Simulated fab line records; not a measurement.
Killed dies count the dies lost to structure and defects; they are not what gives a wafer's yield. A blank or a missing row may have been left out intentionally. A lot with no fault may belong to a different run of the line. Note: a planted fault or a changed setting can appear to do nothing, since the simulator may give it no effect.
8D (eight disciplines) problem report, filled in by code	flow sky130	the parts of the form that need people (team, actions taken, sign-off) are left out

== 1. WHAT WENT WRONG ==
Wafers free of any fault read 4.02 nm (standard deviation 0.076) for POLY_GATE_OXIDATION_THK at SKY_POLY_GATE_THK_MEAS_21, against a mean of 6.09 nm on 6 wafers of 2 lots. Measured from the usual mean, that is +27 standard deviations.
First seen on wafer L484.4, day 21 12:43, on film_metro-03. Wafers with a number at this step in the record: 36, from 12 lots. Rule for "out", or "out of limits": more than 4 standard deviations from the usual mean. All remaining wafers that have a number are taken as sound.

== 2. WHAT IT IS, WHAT IT ISN'T ==
question	is	is not
which readings at this step	POLY_GATE_OXIDATION_THK	-
which lots	L484, L485	L471, L472, L475, L476, L478, L479, L490, L492, L493, L494
which wafers of those lots	all that have a number	-
read on which gauges	film_metro-01, film_metro-03	film_metro-02
when	from day 21 12:43	up to then (18 sound wafers); but 12 sound wafers of L490, L492, L493, L494 came after

== 3. THE SUSPECTS, EACH WITH WHAT RULES IT OUT ==
Counting: any tool at a process step up to the reading is kept as a suspect provided that every lot that is out went through it and no sound lot did after the first of them.
- ruled out: the gauge at SKY_POLY_GATE_THK_MEAS_21. 2 gauges (film_metro-01, film_metro-03) read the wafers that are out.
- furnace-01 at SKY_POLY_GATE_OXIDATION_20 (stabilise 600 s, purge 300 s, target thk 4 nm): ruled out as a lasting fault. The sound lots L493 went through it after L484, its earliest lot that is out (day 21 11:26).
Left after counting: nothing in the record.

== 4. THE CAUSE (what the simulator had put in) ==
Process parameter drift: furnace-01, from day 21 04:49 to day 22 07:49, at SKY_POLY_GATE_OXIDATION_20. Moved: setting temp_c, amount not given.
Counting ruled it out, wrongly: the rule takes a fault to strike every lot that its tool runs from its start on, and this one did not.

== 5. THE EFFECT CHAIN, in route order ==
Each row: a reading whose mean over the struck wafers that have a number lies more than 3 standard deviations from the usual. Only readings for which the record gives a usual standard deviation are gone through. hours: the time from each lot's start at the first step in this table that gives one to its start at this step, as a median over the lots. sigmas: the change in usual standard deviations.
hours	step	reading	usual	on struck wafers	change	sigmas
0	SKY_POLY_GATE_OXIDATION_20	spike_tc_bottom_C	867.8 C	901.3	+33.5	+26
0	SKY_POLY_GATE_OXIDATION_20	spike_tc_centre_C	850.9 C	885.2	+34.3	+34
0	SKY_POLY_GATE_OXIDATION_20	spike_tc_lower_C	850.7 C	886.1	+35.4	+35
0	SKY_POLY_GATE_OXIDATION_20	spike_tc_top_C	865.2 C	900.1	+34.9	+23
0	SKY_POLY_GATE_OXIDATION_20	spike_tc_upper_C	852.0 C	886.7	+34.7	+35
0	SKY_POLY_GATE_OXIDATION_20	tube_center_temp_C	850 C	885	+35	+99 or more
0	SKY_POLY_GATE_OXIDATION_20	tube_center_temp_C_max	852.2	887.2	+35.0	+99 or more
0	SKY_POLY_GATE_OXIDATION_20	zone_power_bottom_pct	24.2 %	26.6	+2.4	+3.7
0	SKY_POLY_GATE_OXIDATION_20	zone_power_centre_pct	16.56 %	17.78	+1.22	+6.1
0	SKY_POLY_GATE_OXIDATION_20	zone_power_upper_pct	17.6 %	19.3	+1.7	+5.6
1	SKY_POLY_GATE_THK_MEAS_21	POLY_GATE_OXIDATION_THK	4.02 nm	6.09	+2.07	+27
Process steps it contains:
- SKY_POLY_GATE_OXIDATION_20: stabilise 600 s, purge 300 s, target thk 4 nm.
At these later measuring or inspecting steps, every struck wafer for which the step has a row has a number for every such reading, and none has moved that far: SKY_LDD_LDN_OVL_MEAS_07.

== 6. HOW IT WOULD HAVE BEEN CAUGHT EARLIER ==
8 hours passed between the start of the fault at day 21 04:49 and the first reading out of limits at a measuring or inspecting step in this record, taken at day 21 12:43.
The tool's own readings at SKY_POLY_GATE_OXIDATION_20 were out on every struck wafer that the step has a row for (spike_tc_bottom_C, spike_tc_centre_C, spike_tc_lower_C, spike_tc_top_C, spike_tc_upper_C, tube_center_temp_C, tube_center_temp_C_max, zone_power_centre_pct, zone_power_upper_pct): an alarm limit on them would have fired on the first of those.
